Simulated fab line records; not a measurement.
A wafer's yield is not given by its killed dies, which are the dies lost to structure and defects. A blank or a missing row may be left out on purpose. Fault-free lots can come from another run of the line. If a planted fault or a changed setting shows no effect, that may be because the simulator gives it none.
The same fault as seen by 2 desks || flow gf180mcu || each desk holds nothing but its own numbers, with what lay behind them at the end

## AT THE TOOL OWNER'S DESK: rie metal-02
The tool's own readings at GF_M3_METAL_ETCH_16 (etches the open film in Cl2/BCl3, stops on SiO2, target depth 750.8 nm, time 125.1 s): means of the sampled wafers that have a number, for each lot that ran on this tool. The brackets show how far a lot's mean lies from the usual mean; more than 4 standard deviations puts the lot out of limits, marked OUT.
Columns: A = bias w at GF_M3_METAL_ETCH_16, usual 140.0 W; B = drypump motor current A at GF_M3_METAL_ETCH_16, usual 6.2 A; C = he backside leak sccm at GF_M3_METAL_ETCH_16, usual 3.3 sccm; D = oes product au at GF_M3_METAL_ETCH_16, usual 0.991 a.u.; E = throttle valve pct at GF_M3_METAL_ETCH_16, usual 28.228 %
{"lot": "L895", "first seen here": "day 23 09:49", "A": 139.9, "B": 6.6, "C": 3.0, "D": 0.995, "E": 28.222}
{"lot": "L903", "first seen here": "day 25 22:31", "A": 140.3, "B": 6.1, "C": 3.3, "D": 0.990, "E": 28.230}
{"lot": "L906", "first seen here": "day 26 21:43", "A": "135.2 (-12) OUT", "B": 5.8, "C": 3.2, "D": 0.988, "E": 28.237}
{"lot": "L907", "first seen here": "day 27 02:43", "A": "138.1 (-4.6) OUT", "B": 6.3, "C": 3.1, "D": 0.997, "E": 28.225}
This desk's finding: out of limits on L906, L907; first on L906, day 26 21:43 (bias w at GF_M3_METAL_ETCH_16). Within limits: L895, L903.

## FROM THE METROLOGY DESK
Means of the sampled wafers that have a number, per lot and without regard to the tool the lot ran on: this is what the gauges read. The brackets show how far a lot's mean lies from the usual mean; more than 4 standard deviations puts the lot out of limits, marked OUT.
Columns: A = M3_ALCU_RS at GF_M3_RS_MEAS_05, usual 0.0697 ohm/sq; B = M3_OVL at GF_M3_OVL_MEAS_15, usual 5 nm
{"lot": "L890", "first seen here": "day 20 10:20", "A": 0.0708, "B": 3}
{"lot": "L893", "first seen here": "day 21 18:09", "A": 0.0701, "B": 15}
{"lot": "L895", "first seen here": "day 22 10:52", "A": 0.0695, "B": 7}
{"lot": "L896", "first seen here": "day 22 16:37", "A": 0.0699, "B": -3}
{"lot": "L897", "first seen here": "day 23 00:44", "A": 0.0686, "B": -2}
{"lot": "L898", "first seen here": "day 23 06:28", "A": 0.0700, "B": 4}
{"lot": "L899", "first seen here": "day 23 13:49", "A": 0.0679, "B": 10}
{"lot": "L900", "first seen here": "day 24 03:08", "A": 0.0691, "B": 11}
{"lot": "L901", "first seen here": "day 24 18:02", "A": 0.0697, "B": 8}
{"lot": "L903", "first seen here": "day 25 01:50", "A": 0.0699, "B": 1}
{"lot": "L906", "first seen here": "day 26 00:29", "A": 0.0681, "B": 12}
{"lot": "L907", "first seen here": "day 26 06:23", "A": 0.0695, "B": 7}
{"lot": "L913", "first seen here": "day 28 00:10", "A": 0.0690, "B": 6}
Finding of this desk: none of the 13 lots has anything out of limits.

## BROUGHT TOGETHER
On L906, L907, at day 26 21:43, an alarm was possible from the tool owner's desk.
Metrology desk: nothing out of limits seen.
The metrology desk holds a record of L906, L907, inside its limits.
On rie metal-02, each named lot ran GF_M3_METAL_ETCH_16.

## WHAT THE SIMULATOR PUT IN
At GF_M3_METAL_ETCH_16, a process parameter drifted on rie metal-02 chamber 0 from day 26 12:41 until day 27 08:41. From 140, the setting bias w moved by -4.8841. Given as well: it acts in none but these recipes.
Struck lots among those shown: L906, L907.
Delay in hours, fault start to first out-of-limits reading, by desk: the tool owner's desk at 9.
